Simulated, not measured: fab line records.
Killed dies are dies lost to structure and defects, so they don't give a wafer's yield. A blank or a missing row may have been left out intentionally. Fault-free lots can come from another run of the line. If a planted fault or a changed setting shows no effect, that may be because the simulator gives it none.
One fault through the eyes of 2 desks || flow sfq-line || each desk holds nothing but its own numbers, with what lay behind them at the end

== FROM THE METROLOGY DESK ==
What the gauges read for every lot (on any tool): the sampled wafers with a number, averaged. If a lot's mean is further than 4 standard deviations from the usual mean, the lot is out of limits and carries the mark OUT (the distance appears in the brackets).
Columns: A = M0_NB_RS at SFQ_M0_RS_MEAS_904, usual 0.889 ohm/sq
{"lot": "L579", "first seen here": "day 6 19:43", "A": 0.886}
{"lot": "L581", "first seen here": "day 6 23:17", "A": 0.881}
{"lot": "L582", "first seen here": "day 7 00:29", "A": 0.908}
{"lot": "L587", "first seen here": "day 7 14:15", "A": 0.876}
{"lot": "L588", "first seen here": "day 7 16:39", "A": 0.886}
{"lot": "L589", "first seen here": "day 7 17:17", "A": 0.882}
{"lot": "L590", "first seen here": "day 7 20:52", "A": 0.880}
{"lot": "L591", "first seen here": "day 7 22:39", "A": 0.910}
{"lot": "L592", "first seen here": "day 8 04:03", "A": 0.927}
{"lot": "L595", "first seen here": "day 8 18:00", "A": 0.926}
{"lot": "L599", "first seen here": "day 14 18:11", "A": 0.892}
{"lot": "L600", "first seen here": "day 15 07:36", "A": 0.894}
{"lot": "L601", "first seen here": "day 15 14:23", "A": 0.889}
{"lot": "L602", "first seen here": "day 15 22:45", "A": 0.881}
This desk found nothing out of limits on any of the 14 lots.

== TOOL OWNER'S DESK, pvd-sputter-04 ==
The tool's own readings at SFQ_TRILAYER_M0_DEP_SPUTTER_019 (material Nb, target thk 200 nm, time 133.3 s): means of the sampled wafers that have a number, for each lot that ran on this tool. If a lot's mean is further than 4 standard deviations from the usual mean, the lot is out of limits and carries the mark OUT (the distance appears in the brackets).
Columns: A = resputter-cathode-voltage-v at SFQ_TRILAYER_M0_DEP_SPUTTER_019, usual 401 V; B = throttle-valve-pct at SFQ_TRILAYER_M0_DEP_SPUTTER_019, usual 30.4 %
{"lot": "L582", "first seen here": "day 7 00:24", "A": 400, "B": 31.0}
{"lot": "L589", "first seen here": "day 7 17:10", "A": 400, "B": 31.0}
{"lot": "L591", "first seen here": "day 7 22:34", "A": 400, "B": 31.1}
{"lot": "L592", "first seen here": "day 8 03:58", "A": 403, "B": 31.2}
{"lot": "L595", "first seen here": "day 8 17:55", "A": 399, "B": 31.0}
{"lot": "L599", "first seen here": "day 14 18:05", "A": 400, "B": 31.1}
{"lot": "L600", "first seen here": "day 15 07:29", "A": 400, "B": 31.3}
{"lot": "L602", "first seen here": "day 15 22:40", "A": 402, "B": 30.9}
This desk found nothing out of limits on any of the 8 lots.

== TAKEN TOGETHER ==
Nothing out of limits was seen by the metrology desk.
Nothing out of limits was seen by the tool owner's desk.

== WHAT THE SIMULATOR HAD PUT IN ==
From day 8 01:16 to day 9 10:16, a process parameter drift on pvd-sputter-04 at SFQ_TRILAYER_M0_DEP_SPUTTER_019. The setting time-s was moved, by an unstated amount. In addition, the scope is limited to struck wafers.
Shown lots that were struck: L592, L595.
